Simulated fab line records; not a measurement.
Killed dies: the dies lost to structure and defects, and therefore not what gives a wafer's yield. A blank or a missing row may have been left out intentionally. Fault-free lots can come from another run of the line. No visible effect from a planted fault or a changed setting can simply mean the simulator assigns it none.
fab line records    flow sky130
record: lots: 12  wafers: 36  last-day: 50
route steps=708 shown METAL3@534 VIA4@642 PASSIVATION@684 PAD_OPEN@708
lots untouched by any fault: they come from a run of this same line in which no faults occurred
start-h: hours from the record's first day to the start of the lot's first wafer shown    wait-h: hours elapsed since this lot's preceding step    " same as the row above    L1.1+2: a single row standing in for several wafers    - value missing, or start not given    * or withheld: withheld    < > ~ a bound
route shown NAME@n: a module of which the file shows steps, and the number in the route of the first    usual: mean and standard deviation over wafers with no fault    same: alike in all rows    chamber/n: place in a boat    sites: readings site by site    _std_site: the standard deviation of these    _edge_site: mean of outer sites minus mean of inner sites    radius-mm: how far each site lies from the wafer's centre    mask NAME#n: copy n    behind: the tool/chamber that last shaped the wafer    hold: why the lot went on hold/how many hours it stayed there/how the hold came to an end    device: which transistor (n, p or np) failed to switch    end of line: the tests these same wafers got at the end of their route    a step with no rows: only its recipe    killed: count of dies lost to structure and defects at first sort (not the wafer's yield)    map: a wafer's dies, marking killed ones x, the rest . and places with no die _
set.NAME: setting as actually run; set.NAME@STEP: the setting as run at that earlier step    model.NAME: the simulator's own value behind a step, which no gauge read
one table for each step of the route and one row for each wafer, over a sample of lots
services: a tool's chamber out of use, with start hour (start-h, from the record's first day; less than 0 if before it), hours out, and reason
== steps ==
step: SKY_METAL3_SPUTTER_02
recipe: material: AlCu  target-thk-nm: 735  power-w: 10600  time-s: 39.1  chamber-pressure-pa: 0.4
usual: chamber-pressure-pa: 0.4001/0.00071  throttle-valve-pct: 30.5/0.83
lot.wafer  tool            chamber  start-h  wait-h  chamber-pressure-pa  throttle-valve-pct
L401.2     pvd-sputter-03  -        839.41   0.0     0.3996               31.2
L401.4     "               -        "        "       0.4000               29.8
L401.5     "               -        "        "       0.3991               29.5
L402.2     pvd-sputter-01  -        857.93   0.0     0.3997               30.3
L402.3     "               -        "        "       0.4005               30.6
L402.5     "               -        "        "       0.4009               30.7
L403.3     pvd-sputter-01  -        860.37   0.0     0.4012               31.5
L403.4     "               -        "        "       0.4006               30.4
L403.6     "               -        "        "       0.4011               31.7
L406.3     pvd-sputter-04  -        884.84   0.0     0.4004               30.8
L406.4     "               -        "        "       0.3994               30.9
L406.5     "               -        "        "       0.3992               30.8
L407.2     pvd-sputter-01  -        896.02   0.0     0.3997               30.8
L407.4     "               -        "        "       0.4010               28.9
L407.6     "               -        "        "       0.4000               31.7
L408.2     pvd-sputter-03  -        904.12   0.0     0.3987               29.6
L408.3     "               -        "        "       0.3993               29.4
L408.4     "               -        "        "       0.4012               30.7
L409.2     pvd-sputter-03  -        913.62   0.0     0.4000               29.8
L409.3     "               -        "        "       0.3996               29.4
L409.4     "               -        "        "       0.3994               29.4
L410.1     pvd-sputter-01  -        923.26   0.0     0.4005               29.3
L410.4     "               -        "        "       0.3997               30.5
L410.5     "               -        "        "       0.3997               31.8
L412.1     pvd-sputter-01  -        933.53   0.0     0.3992               30.1
L412.2     "               -        "        "       0.4014               29.2
L412.4     "               -        "        "       0.3988               30.9
L413.2     pvd-sputter-03  -        941.51   0.0     0.4008               29.3
L413.3     "               -        "        "       0.4000               30.4
L413.6     "               -        "        "       0.3997               30.7
L415.3     pvd-sputter-03  -        956.67   0.0     0.4002               29.4
L415.5     "               -        "        "       0.4002               31.7
L415.6     "               -        "        "       0.3998               29.6
L423.1     pvd-sputter-01  -        1000.00  0.0     0.4009               32.0
L423.4     "               -        "        "       0.4008               29.0
L423.6     "               -        "        "       0.4006               30.7
step: SKY_VIA4_BOW_MEAS_03
recipe: mode: bow
usual: VIA4_BOW: 81/7.6
lot.wafer  tool           chamber  start-h  wait-h  VIA4_BOW[um]
L401.2     film-metro-03  -        971.07   0.3     87
L401.4     "              -        "        "       86
L401.5     "              -        "        "       81
L402.2     film-metro-03  -        990.51   0.2     80
L402.3     "              -        "        "       79
L402.5     "              -        "        "       73
L403.3     film-metro-01  -        991.69   0.2     76
L403.4     "              -        "        "       73
L403.6     "              -        "        "       84
L406.3     film-metro-03  -        1013.99  0.2     81
L406.4     "              -        "        "       85
L406.5     "              -        "        "       72
L407.2     film-metro-01  -        1024.60  0.2     85
L407.4     "              -        "        "       79
L407.6     "              -        "        "       83
L408.2     film-metro-02  -        1031.72  0.3     73
L408.3     "              -        "        "       84
L408.4     "              -        "        "       83
L409.2     film-metro-02  -        1039.72  0.1     89
L409.3     "              -        "        "       81
L409.4     "              -        "        "       83
L410.1     film-metro-01  -        1048.42  0.2     93
L410.4     "              -        "        "       90
L410.5     "              -        "        "       95
L412.1     film-metro-02  -        1055.99  0.1     78
L412.2     "              -        "        "       92
L412.4     "              -        "        "       79
L413.2     film-metro-02  -        1063.20  0.2     81
L413.3     "              -        "        "       77
L413.6     "              -        "        "       73
L415.3     film-metro-02  -        1076.13  0.2     86
L415.5     "              -        "        "       68
L415.6     "              -        "        "       66
L423.1     film-metro-03  -        1114.19  0.2     74
L423.4     "              -        "        "       85
L423.6     "              -        "        "       66
step: SKY_PASSIVATION_THK_MEAS_03
recipe: reads: Si3N4_of_PASSIVATION_CVD_02
usual: PASSIVATION_CVD_02_THK: 541/6.8
lot.wafer  tool           chamber  start-h  wait-h  PASSIVATION_CVD_02_THK[nm]
L401.2     film-metro-01  -        1018.86  -       536
L401.4     "              -        "        "       545
L401.5     "              -        "        "       544
L402.2     film-metro-04  -        1039.57  -       531
L402.3     "              -        "        "       535
L402.5     "              -        "        "       542
L403.3     film-metro-04  -        1039.79  -       536
L403.4     "              -        "        "       544
L403.6     "              -        "        "       545
L406.3     film-metro-04  -        1060.82  -       550
L406.4     "              -        "        "       543
L406.5     "              -        "        "       546
L407.2     film-metro-02  -        1070.84  -       535
L407.4     "              -        "        "       542
L407.6     "              -        "        "       544
L408.2     film-metro-04  -        1077.59  -       534
L408.3     "              -        "        "       540
L408.4     "              -        "        "       537
L409.2     film-metro-01  -        1085.01  -       542
L409.3     "              -        "        "       536
L409.4     "              -        "        "       550
L410.1     film-metro-02  -        1092.58  -       529
L410.4     "              -        "        "       548
L410.5     "              -        "        "       551
L412.1     film-metro-04  -        1100.45  -       547
L412.2     "              -        "        "       536
L412.4     "              -        "        "       545
L413.2     film-metro-02  -        1106.29  -       532
L413.3     "              -        "        "       542
L413.6     "              -        "        "       540
L415.3     film-metro-04  -        1119.16  -       544
L415.5     "              -        "        "       547
L415.6     "              -        "        "       548
L423.1     film-metro-02  -        1154.02  -       537
L423.4     "              -        "        "       543
L423.6     "              -        "        "       541
step: SKY_PASSIVATION_STRIP_12
recipe: chemistry: O2/N2  power-w: 1400  pressure-mtorr: 1500  platen-temp-c: withheld  overash-fraction: 0.7  o2-flow-sccm: 3000  n2-flow-sccm: 300
usual: drypump-motor-current-A: 5.9/0.38  n2-flow-sccm: 300.0/0.95  oes-product-au: 0.661/0.0045  strip-time-to-endpoint-s: 31.36/0.12
lot.wafer  tool             chamber  start-h  wait-h  drypump-motor-current-A  n2-flow-sccm  oes-product-au  rf-hours-counter-h  strip-time-to-endpoint-s
L401.2     plasma-asher-02  1        1041.11  0.1     5.7                      300.1         0.656           82                  31.15
L401.4     "                0        "        "       5.4                      300.7         0.662           -                   31.18
L401.5     "                1        "        "       5.6                      299.8         0.654           -                   31.28
L402.2     plasma-asher-04  0        1060.96  0.1     6.4                      299.8         0.657           27                  31.76
L402.3     "                1        "        "       6.5                      298.2         0.656           -                   31.63
L402.5     "                1        "        "       6.5                      300.0         0.659           -                   31.58
L403.3     plasma-asher-02  1        1061.90  0.1     5.7                      301.0         0.656           -                   31.39
L403.4     "                0        "        "       5.4                      298.3         0.656           -                   31.31
L403.6     "                1        "        "       5.7                      299.4         0.673           -                   31.32
L406.3     plasma-asher-01  1        1081.50  0.1     5.9                      301.3         0.660           -                   31.37
L406.4     "                0        "        "       5.7                      299.4         0.657           -                   31.44
L406.5     "                1        "        "       5.9                      301.7         0.661           -                   31.24
L407.2     plasma-asher-01  1        1091.86  0.1     6.0                      300.0         0.652           73                  31.23
L407.4     "                1        "        "       5.9                      298.3         0.664           -                   31.31
L407.6     "                1        "        "       6.0                      300.4         0.666           -                   31.21
L408.2     plasma-asher-01  1        1097.73  0.1     5.9                      299.3         0.658           73                  31.42
L408.3     "                0        "        "       5.8                      297.5         0.658           -                   31.43
L408.4     "                1        "        "       6.0                      299.0         0.668           -                   31.51
L409.2     plasma-asher-02  1        1104.21  0.1     5.7                      300.1         0.660           88                  31.43
L409.3     "                1        "        "       5.7                      299.8         0.661           -                   31.43
L409.4     "                0        "        "       5.4                      299.1         0.655           -                   31.46
L410.1     plasma-asher-01  0        1112.88  0.1     5.7                      300.8         0.648           74                  31.52
L410.4     "                0        "        "       5.8                      300.4         0.651           -                   31.53
L410.5     "                0        "        "       5.8                      299.2         0.664           -                   31.53
L412.1     plasma-asher-01  1        1120.22  0.1     6.0                      300.0         0.651           75                  31.48
L412.2     "                0        "        "       5.8                      299.1         0.663           75                  31.22
L412.4     "                1        "        "       5.9                      300.9         0.659           -                   31.45
L413.2     plasma-asher-01  0        1126.23  0.1     5.8                      299.9         0.661           76                  31.50
L413.3     "                0        "        "       5.8                      300.0         0.659           -                   31.30
L413.6     "                1        "        "       5.9                      300.3         0.661           -                   31.41
L415.3     plasma-asher-04  1        1138.16  0.1     6.5                      300.5         0.665           -                   31.48
L415.5     "                0        "        "       6.4                      298.7         0.656           -                   31.42
L415.6     "                1        "        "       6.5                      300.9         0.667           -                   31.52
L423.1     plasma-asher-02  1        1171.52  0.1     5.7                      300.2         0.669           94                  31.45
L423.4     "                0        "        "       5.4                      300.3         0.664           -                   31.52
L423.6     "                0        "        "       5.4                      300.7         0.651           -                   31.40
step: SKY_PAD_OPEN_PROBE_99
usual: defect-limited-yield: 82.6/1.9  killed_at_M0_to_M3: 43/6.5  killed_at_M4_up: 3.2/1.8  killed-at-contacts: 24/5  killed-at-front-end: 15/4.1  killed-at-other: 0.3/0.54  killed-dies: 85/9.3  killed-open: 47/7.2  killed-short: 39/5.9  sort_bin_3_pad_short: 0.9/0.4  sort_bin_5_function: 10.3/1.5  sort_bin_6_memory: 6.2/1.2  sort-n-pass: 407/9.3  sort-yield-pct: 82.6/1.9
same: gross-dies: 492  killed-at-back-side: 0  sort_bin_4_leakage[%]: 0  sort_bin_8_speed[%]: 0
lot.wafer  tool       chamber  start-h  wait-h  defect-limited-yield[%]  killed_at_M0_to_M3  killed_at_M4_up  killed-at-contacts  killed-at-front-end  killed-at-other  killed-dies  killed-open  killed-short  sort_bin_3_pad_short[%]  sort_bin_5_function[%]  sort_bin_6_memory[%]  sort-n-pass  sort-yield-pct[%]
L401.2     prober-02  -        1065.43  0.1     84.6                     42                  3                17                  14                   0                76           37           39            0.6                      8.1                     6.7                   416          84.6
L401.4     prober-02  -        1065.53  0.2     86.6                     35                  1                17                  11                   2                66           32           33            0.6                      7.1                     5.7                   426          86.6
L401.5     prober-02  -        1065.58  0.2     82.9                     43                  10               15                  15                   1                84           50           32            1.0                      8.9                     7.1                   408          82.9
L409.2     prober-02  -        1126.20  0.1     80.9                     34                  7                32                  19                   2                94           45           47            0.6                      12.6                    5.9                   398          80.9
L409.3     prober-02  -        1126.25  0.2     81.7                     44                  6                25                  15                   0                90           50           39            0.8                      11.8                    5.7                   402          81.7
L409.4     prober-02  -        1126.30  0.2     82.5                     35                  6                31                  12                   2                86           47           37            1.0                      11.8                    4.7                   406          82.5
L412.1     prober-02  -        1141.86  0.1     82.9                     40                  5                29                  9                    1                84           46           38            1.0                      12.4                    3.7                   408          82.9
L412.2     prober-02  -        1141.91  0.1     83.3                     36                  4                24                  18                   0                82           44           38            0.8                      10.4                    5.5                   410          83.3
L412.4     prober-02  -        1142.01  0.2     82.9                     44                  1                26                  13                   0                84           47           37            0.8                      9.1                     7.1                   408          82.9
L413.2     prober-02  -        1146.75  0.1     69.3                     108                 1                26                  16                   0                151          53           41            2.4                      18.3                    10.0                  341          69.3
L413.3     prober-02  -        1146.80  0.2     76.4                     82                  4                17                  13                   0                116          37           28            3.7                      15.7                    4.3                   376          76.4
L413.6     prober-02  -        1146.95  0.2     73.6                     94                  3                19                  14                   0                130          39           43            3.3                      16.7                    6.5                   362          73.6
L415.3     prober-01  -        1159.21  0.2     74.0                     92                  1                21                  13                   1                128          44           29            3.3                      14.6                    8.1                   364          74.0
L415.5     prober-01  -        1159.31  0.2     69.7                     95                  2                29                  23                   0                149          42           49            4.1                      17.5                    8.7                   343          69.7
L415.6     prober-01  -        1159.36  0.2     77.6                     67                  1                30                  12                   0                110          47           30            2.0                      14.4                    5.9                   382          77.6
L423.1     prober-02  -        1189.29  0.1     82.9                     39                  2                27                  15                   1                84           44           39            1.2                      7.9                     7.9                   408          82.9
L423.4     prober-02  -        1189.44  0.2     83.1                     43                  1                17                  21                   1                83           44           39            1.0                      8.7                     7.1                   409          83.1
L423.6     prober-02  -        1189.54  0.2     82.1                     52                  4                16                  16                   0                88           41           47            1.4                      8.9                     7.5                   404          82.1
killed by level:class
L401.2 VIA1:geometric-particle:open=9 CONTACT:geometric-particle:open=9 METAL1:geometric-particle:short=8 VIA1:geometric-particle:short=6 METAL2:geometric-particle:short=5 VIA2:geometric-particle:open=5 FIELD_ISO:geometric-particle:short=3 FIELD_ISO:geometric-particle:open=3
L401.4 METAL2:geometric-particle:short=6 POLY_GATE:geometric-particle:open=5 LI_CONTACT:geometric-particle:open=5 CONTACT:geometric-particle:open=5 METAL1:geometric-particle:short=5 VIA1:geometric-particle:open=5 VIA2:geometric-particle:open=5 VIA3:geometric-particle:open=4
L401.5 VIA1:geometric-particle:open=8 VIA3:geometric-particle:open=8 VIA2:geometric-particle:open=7 LI_CONTACT:geometric-particle:open=6 METAL4:geometric-particle:short=6 POLY_GATE:geometric-particle:open=5 CONTACT:geometric-particle:open=4 METAL2:geometric-particle:short=4
L409.2 CONTACT:geometric-particle:open=12 LI_CONTACT:geometric-particle:open=7 METAL4:geometric-particle:short=6 METAL2:geometric-particle:short=6 POLY_GATE:geometric-particle:open=5 CONTACT:geometric-particle:short=5 VIA3:geometric-particle:open=5 FIELD_ISO:geometric-particle:short=4
L409.3 VIA1:geometric-particle:open=13 CONTACT:geometric-particle:open=9 VIA1:geometric-particle:short=9 LI_CONTACT:geometric-particle:open=8 VIA3:geometric-particle:open=6 FIELD_ISO:geometric-particle:open=5 FIELD_ISO:geometric-particle:short=5 POLY_GATE:geometric-particle:open=4
L409.4 VIA1:geometric-particle:open=12 CONTACT:geometric-particle:open=10 LI_CONTACT:geometric-particle:open=7 CONTACT:geometric-particle:short=7 VIA2:geometric-particle:short=5 FIELD_ISO:geometric-particle:open=3 LI_CONTACT:geometric-particle:short=3 METAL2:geometric-particle:short=3
L412.1 VIA1:geometric-particle:short=9 LI_CONTACT:geometric-particle:open=9 VIA3:geometric-particle:open=9 CONTACT:geometric-particle:open=8 CONTACT:geometric-particle:short=6 VIA1:geometric-particle:open=6 LOCAL_INTERCONNECT:geometric-particle:short=5 METAL1:geometric-particle:short=5
L412.2 VIA1:geometric-particle:open=10 LI_CONTACT:geometric-particle:open=7 CONTACT:geometric-particle:open=7 FIELD_ISO:geometric-particle:open=5 VIA3:geometric-particle:short=5 POLY_GATE:geometric-particle:open=4 LI_CONTACT:geometric-particle:short=4 CONTACT:geometric-particle:short=4
L412.4 CONTACT:geometric-particle:open=13 VIA1:geometric-particle:open=11 VIA1:geometric-particle:short=7 VIA3:geometric-particle:open=7 LI_CONTACT:geometric-particle:open=6 METAL2:geometric-particle:short=5 POLY_GATE:geometric-particle:short=4 METAL1:geometric-particle:short=4
L413.2 METAL3:unspecified=57 VIA1:geometric-particle:open=17 CONTACT:geometric-particle:open=12 VIA2:geometric-particle:open=7 FIELD_ISO:geometric-particle:short=5 VIA2:geometric-particle:short=5 LI_CONTACT:geometric-particle:open=4 CONTACT:geometric-particle:short=4
L413.3 METAL3:unspecified=51 VIA1:geometric-particle:open=9 LI_CONTACT:geometric-particle:open=6 FIELD_ISO:geometric-particle:short=5 CONTACT:geometric-particle:short=5 CONTACT:geometric-particle:open=5 METAL2:geometric-particle:short=5 POLY_GATE:geometric-particle:open=4
L413.6 METAL3:unspecified=48 VIA1:geometric-particle:open=12 METAL1:geometric-particle:short=7 FIELD_ISO:geometric-particle:short=6 CONTACT:geometric-particle:open=6 VIA2:geometric-particle:open=5 LI_CONTACT:geometric-particle:open=4 LOCAL_INTERCONNECT:geometric-particle:short=4
L415.3 METAL3:unspecified=55 CONTACT:geometric-particle:open=11 VIA2:geometric-particle:open=11 VIA1:geometric-particle:open=5 VIA1:geometric-particle:short=5 FIELD_ISO:geometric-particle:open=4 LOCAL_INTERCONNECT:geometric-particle:short=4 METAL2:geometric-particle:short=4
L415.5 METAL3:unspecified=58 CONTACT:geometric-particle:open=13 FIELD_ISO:geometric-particle:short=8 VIA1:geometric-particle:open=8 CONTACT:geometric-particle:short=6 VIA1:geometric-particle:short=6 VIA2:geometric-particle:open=6 LI_CONTACT:geometric-particle:open=5
L415.6 METAL3:unspecified=32 CONTACT:geometric-particle:open=14 VIA1:geometric-particle:open=10 METAL1:geometric-particle:short=6 LI_CONTACT:geometric-particle:open=5 LI_CONTACT:geometric-particle:short=4 LOCAL_INTERCONNECT:geometric-particle:short=4 METAL2:geometric-particle:short=4
L423.1 VIA1:geometric-particle:open=13 CONTACT:geometric-particle:open=11 LOCAL_INTERCONNECT:geometric-particle:short=7 POLY_GATE:geometric-particle:short=4 CONTACT:geometric-particle:short=4 VIA1:geometric-particle:short=4 METAL2:geometric-particle:short=4 FIELD_ISO:geometric-particle:open=3
L423.4 VIA1:geometric-particle:open=13 CONTACT:geometric-particle:open=9 METAL2:geometric-particle:short=8 POLY_GATE:geometric-particle:open=5 POLY_GATE:geometric-particle:short=5 VIA2:geometric-particle:short=5 VIA2:geometric-particle:open=5 FIELD_ISO:geometric-particle:short=4
L423.6 VIA1:geometric-particle:open=15 METAL2:geometric-particle:short=7 FIELD_ISO:geometric-particle:short=6 VIA1:geometric-particle:short=6 CONTACT:geometric-particle:open=6 METAL1:geometric-particle:short=5 FIELD_ISO:geometric-particle:open=4 VIA3:geometric-particle:short=4
== services ==
tool             chamber  start-h  hours  kind
pvd-sputter-04   -        816.75   6.7    repair
pvd-sputter-01   1        820.58   -      consumable-replace:kit
pvd-sputter-01   1        820.58   18.0   scheduled-down
pvd-sputter-01   1        820.58   18.0   vent-cycle
plasma-asher-04  -        870.97   3.5    repair
pvd-sputter-03   1        913.41   -      consumable-replace:kit
pvd-sputter-03   1        913.41   18.0   scheduled-down
plasma-asher-04  -        920.69   20.8   repair
pvd-sputter-01   -        930.89   0.5    repair
pvd-sputter-01   0        953.40   -      consumable-replace:kit
pvd-sputter-01   0        953.40   18.0   scheduled-down
pvd-sputter-01   0        953.40   18.0   vent-cycle
plasma-asher-02  -        972.14   2.8    pm
plasma-asher-04  -        995.83   14.6   pm
pvd-sputter-04   -        1001.93  8.5    repair
plasma-asher-04  -        1026.18  3.5    repair
plasma-asher-01  -        1040.34  2.0    repair
pvd-sputter-04   -        1049.64  4.0    repair
pvd-sputter-01   3        1050.83  -      consumable-replace:kit
pvd-sputter-01   3        1050.83  18.0   scheduled-down
pvd-sputter-01   3        1050.83  18.0   vent-cycle
plasma-asher-02  -        1077.44  4.5    repair
pvd-sputter-01   -        1094.35  1.6    repair
plasma-asher-02  -        1097.54  0.3    repair
== key ==
first-sign: step: SKY_PAD_OPEN_PROBE_99  reading: killed_at_M0_to_M3  direction: up  sigmas: 7.2  usual: 43  struck: 90
effect: step: SKY_PAD_OPEN_PROBE_99  reading: sort_bin_3_pad_short  direction: up  sigmas: 5.6  usual: 0.9  struck: 3.1
met-at SKY_METAL3_SPUTTER_02
struck-lots L413,L415
not-acting-at SKY_VIA4_BOW_MEAS_03,SKY_PASSIVATION_THK_MEAS_03,SKY_PASSIVATION_STRIP_12
onset-between 913.62 941.51
fault: kind: chamber-particle-source  tool: pvd-sputter-03  chamber: -  onset-h: 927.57  steps: SKY_METAL3_SPUTTER_02  rate-per-visit-cm2: 1.0332  end-h: 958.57
